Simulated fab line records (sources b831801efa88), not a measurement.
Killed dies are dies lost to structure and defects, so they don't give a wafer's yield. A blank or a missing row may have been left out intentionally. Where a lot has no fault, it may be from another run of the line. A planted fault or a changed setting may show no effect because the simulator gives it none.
Which tool was responsible? / flow gf180mcu / 11 lots, 33 wafers sampled, at 4 steps of a route of 602

WHAT EACH GAUGE READ, for each wafer
GF_M4_OVL_MEAS_15. Usual: for M4_OVL the level is 3 nm and the standard deviation is 6.6.
lot=L412; measured=day 23 09:54; on=overlay-01; M4_OVL (nm)=2 6 9; flag=
lot=L413; measured=day 24 08:07; on=overlay-02; M4_OVL (nm)=9 3 6; flag=
lot=L414; measured=day 24 13:33; on=overlay-02; M4_OVL (nm)=0 5 -6; flag=
lot=L415; measured=day 24 21:59; on=overlay-01; M4_OVL (nm)=-3 8 5; flag=
lot=L416; measured=day 25 09:04; on=overlay-02; M4_OVL (nm)=4 14 4; flag=
lot=L417; measured=day 25 23:35; on=overlay-01; M4_OVL (nm)=13 4 20; flag=
lot=L418; measured=day 26 04:54; on=overlay-01; M4_OVL (nm)=17 -7 6; flag=
lot=L419; measured=day 26 06:54; on=overlay-01; M4_OVL (nm)=5 -8 6; flag=
lot=L424; measured=day 27 15:39; on=overlay-02; M4_OVL (nm)=8 -1 9; flag=
lot=L433; measured=day 30 09:57; on=overlay-01; M4_OVL (nm)=1 -2 2; flag=
lot=L435; measured=day 30 18:56; on=overlay-01; M4_OVL (nm)=5 -13 5; flag=

GF_V4_RS_MEAS_24: a four-point-probe measurement. Usual: for V4_W_RS the level is 0.3293 ohm/sq and the standard deviation is 0.0029.
lot=L412; measured=day 24 10:59; on=film_metro-03; V4_W_RS (ohm/sq)=0.3315 0.3332 0.3285; flag=
lot=L413; measured=day 25 08:35; on=film_metro-03; V4_W_RS (ohm/sq)=0.3259 0.3300 0.3288; flag=
lot=L414; measured=day 25 13:46; on=film_metro-03; V4_W_RS (ohm/sq)=0.3318 0.3288 0.3283; flag=
lot=L415; measured=day 25 22:22; on=film_metro-03; V4_W_RS (ohm/sq)=0.3272 0.3330 0.3346; flag=
lot=L416; measured=day 26 09:18; on=film_metro-03; V4_W_RS (ohm/sq)=0.3306 0.3293 0.3292; flag=
lot=L417; measured=day 26 23:22; on=film_metro-03; V4_W_RS (ohm/sq)=0.3295 0.3269 0.3286; flag=
lot=L418; measured=day 27 04:41; on=film_metro-01; V4_W_RS (ohm/sq)=0.3333 0.3319 0.3347; flag=
lot=L419; measured=day 27 06:07; on=film_metro-01; V4_W_RS (ohm/sq)=0.3274 0.3275 0.3250; flag=
lot=L424; measured=day 28 13:16; on=film_metro-01; V4_W_RS (ohm/sq)=0.3271 0.3333 0.3343; flag=
lot=L433; measured=day 31 06:46; on=film_metro-04; V4_W_RS (ohm/sq)=0.3314 0.3321 0.3272; flag=
lot=L435; measured=day 31 16:10; on=film_metro-01; V4_W_RS (ohm/sq)=0.3243 0.3260 0.3258; flag=

WHICH TOOL RAN EACH LOT (tool, then ch and the chambers of the sampled wafers, then the start)
lot=L412; GF_V4_COAT_09=litho_track-01 ch 0, day 23 22:00; GF_V4_STRIP_18=plasma_asher-01 ch 0,1, day 24 10:14
lot=L413; GF_V4_COAT_09=litho_track-03 ch 0, day 24 20:00; GF_V4_STRIP_18=plasma_asher-03 ch 0,1, day 25 07:50
lot=L414; GF_V4_COAT_09=litho_track-04 ch 0, day 25 01:00; GF_V4_STRIP_18=plasma_asher-01 ch 0, day 25 13:00
lot=L415; GF_V4_COAT_09=litho_track-03 ch 0, day 25 10:00; GF_V4_STRIP_18=plasma_asher-02 ch 0,1, day 25 21:36
lot=L416; GF_V4_COAT_09=litho_track-01 ch 0, day 25 20:00; GF_V4_STRIP_18=plasma_asher-01 ch 0,1, day 26 08:08
lot=L417; GF_V4_COAT_09=litho_track-01 ch 0, day 26 11:00; GF_V4_STRIP_18=plasma_asher-01 ch 0,1, day 26 22:36
lot=L418; GF_V4_COAT_09=litho_track-04 ch 0, day 26 16:00; GF_V4_STRIP_18=plasma_asher-01 ch 0,1, day 27 03:55
lot=L419; GF_V4_COAT_09=litho_track-03 ch 0, day 26 18:00; GF_V4_STRIP_18=plasma_asher-02 ch 0,1, day 27 05:00
lot=L424; GF_V4_COAT_09=litho_track-04 ch 0, day 28 02:00; GF_V4_STRIP_18=plasma_asher-02 ch 0,1, day 28 12:27
lot=L433; GF_V4_COAT_09=litho_track-01 ch 0, day 30 20:00; GF_V4_STRIP_18=plasma_asher-02 ch 0,1, day 31 05:58
lot=L435; GF_V4_COAT_09=litho_track-01 ch 0, day 31 05:00; GF_V4_STRIP_18=plasma_asher-01 ch 0,1, day 31 15:04
- GF_V4_COAT_09: resist thk 1000 nm.
- GF_V4_STRIP_18: strips in O2/N2.

AS READ BY THE TOOLS THEMSELVES (means over the sampled wafers that have a number; for cases with no such wafer, the mark the record gives instead)
GF_V4_COAT_09. Usual: 52.8 kPa for dispense_pressure_kPa, sd 2.4.
lot=L412; tool=litho_track-01; dispense_pressure_kPa (kPa)=50.5; flag=
lot=L413; tool=litho_track-03; dispense_pressure_kPa (kPa)=51.6; flag=
lot=L414; tool=litho_track-04; dispense_pressure_kPa (kPa)=55.9; flag=
lot=L415; tool=litho_track-03; dispense_pressure_kPa (kPa)=51.6; flag=
lot=L416; tool=litho_track-01; dispense_pressure_kPa (kPa)=50.5; flag=
lot=L417; tool=litho_track-01; dispense_pressure_kPa (kPa)=50.5; flag=
lot=L418; tool=litho_track-04; dispense_pressure_kPa (kPa)=55.8; flag=
lot=L419; tool=litho_track-03; dispense_pressure_kPa (kPa)=51.6; flag=
lot=L424; tool=litho_track-04; dispense_pressure_kPa (kPa)=55.8; flag=
lot=L433; tool=litho_track-01; dispense_pressure_kPa (kPa)=50.5; flag=
lot=L435; tool=litho_track-01; dispense_pressure_kPa (kPa)=50.6; flag=

GF_V4_STRIP_18. Usual: drypump_motor_current_A 6.0 A, standard deviation 0.44; heater_power_w 318 W, standard deviation 37; oes_product_au 0.593 a.u., standard deviation 0.0053; platen_temp_c 250.00 C, standard deviation 0.17.
lot=L412; tool=plasma_asher-01; drypump_motor_current_A (A)=5.6; heater_power_w (W)=313; oes_product_au (a.u.)=0.599; platen_temp_c (C)=249.83; flag=
lot=L413; tool=plasma_asher-03; drypump_motor_current_A (A)=5.6; heater_power_w (W)=289; oes_product_au (a.u.)=0.594; platen_temp_c (C)=249.99; flag=
lot=L414; tool=plasma_asher-01; drypump_motor_current_A (A)=5.5; heater_power_w (W)=285; oes_product_au (a.u.)=0.588; platen_temp_c (C)=250.07; flag=
lot=L415; tool=plasma_asher-02; drypump_motor_current_A (A)=6.5; heater_power_w (W)=314; oes_product_au (a.u.)=0.593; platen_temp_c (C)=250.03; flag=
lot=L416; tool=plasma_asher-01; drypump_motor_current_A (A)=5.6; heater_power_w (W)=335; oes_product_au (a.u.)=0.589; platen_temp_c (C)=250.10; flag=
lot=L417; tool=plasma_asher-01; drypump_motor_current_A (A)=5.6; heater_power_w (W)=332; oes_product_au (a.u.)=0.587; platen_temp_c (C)=250.13; flag=
lot=L418; tool=plasma_asher-01; drypump_motor_current_A (A)=5.6; heater_power_w (W)=339; oes_product_au (a.u.)=0.593; platen_temp_c (C)=249.96; flag=
lot=L419; tool=plasma_asher-02; drypump_motor_current_A (A)=6.4; heater_power_w (W)=331; oes_product_au (a.u.)=0.592; platen_temp_c (C)=249.92; flag=
lot=L424; tool=plasma_asher-02; drypump_motor_current_A (A)=6.5; heater_power_w (W)=312; oes_product_au (a.u.)=0.579; platen_temp_c (C)=250.07; flag=
lot=L433; tool=plasma_asher-02; drypump_motor_current_A (A)=6.4; heater_power_w (W)=334; oes_product_au (a.u.)=0.596; platen_temp_c (C)=249.84; flag=
lot=L435; tool=plasma_asher-01; drypump_motor_current_A (A)=5.6; heater_power_w (W)=308; oes_product_au (a.u.)=0.591; platen_temp_c (C)=250.09; flag=

THE ANSWER, worked out from the rows above alone
Rule: take the mean of a lot's wafers that have a number; if it is more than 3 standard deviations from the usual mean, the lot is off. A lot without any number at a reading at which 4 lots or more have one is off too. Any other lot the step has rows for is counted as sound. Order of review: gauges by route order, followed by the tools' own readings, for which a lot's mean as printed above is used. At the first step where some lot is off, the reading lying furthest off is the one used; lots without a number count as furthest.
No lot is off at any reading shown: from this, nothing can be told.

WHAT THE SIMULATOR HAD PUT IN
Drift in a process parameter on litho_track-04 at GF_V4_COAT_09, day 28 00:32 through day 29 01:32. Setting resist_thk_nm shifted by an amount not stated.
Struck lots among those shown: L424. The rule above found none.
